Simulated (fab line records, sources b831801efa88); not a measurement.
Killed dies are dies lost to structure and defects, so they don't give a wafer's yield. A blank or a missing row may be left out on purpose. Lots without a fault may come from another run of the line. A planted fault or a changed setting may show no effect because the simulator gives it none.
Chamber matching | flow sky130 | SKY_VIA4_CMP_21 on cmp-02: 4 sister chambers
The step polishes, stops on SiO2, t overpolish 25 s, target thk 0 nm. 4 wafers are shown with their chamber, then 8 later ones without.

WAFERS WITH THEIR CHAMBER
wafer  | chamber | motor_current_A (A)
L898.3 | 1       | 12.9
L906.1 | 2       | 10.4
L906.6 | 3       | 9.9
L918.1 | 0       | 10.5

WAFERS WITHOUT THEIR CHAMBER
wafer  | motor_current_A (A)
L918.3 | 10.8
L918.4 | 10.0
L917.2 | 10.1
L917.3 | 10.7
L917.5 | 10.3
L919.1 | 12.4
L919.3 | 10.7
L919.5 | 11.2

WHICH CHAMBER EACH WENT THROUGH
wafer  | from the rows above          | in truth
L918.3 | can't be placed: 0 or 2 or 3 | 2
L918.4 | can't be placed: 3 or 2 or 0 | 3
L917.2 | can't be placed: 3 or 2 or 0 | 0
L917.3 | can't be placed: 0 or 2 or 3 | 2
L917.5 | can't be placed: 2 or 0 or 3 | 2
L919.1 | 1                            | 1
L919.3 | can't be placed: 0 or 2 or 3 | 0
L919.5 | can't be placed: 0 or 2 or 3 | 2
Placed correctly: 1 of 8. Can't be placed from these rows: 7 (the true chamber is among the candidates in 7). Placed wrongly: 0.
How it was worked out, from the rows above alone: a wafer's distance from a chamber is the root of the sum, over the readings, of the square of ((its reading less the chamber's mean) divided by the reading's scatter). The wafer belongs to the nearest chamber; if the next one is less than 2 further off, it can't be placed. A chamber's mean is the mean of its shown wafers. The scatter: with one shown wafer a chamber, the root of the mean of the squares of how far each hidden wafer lies from its nearest shown one.
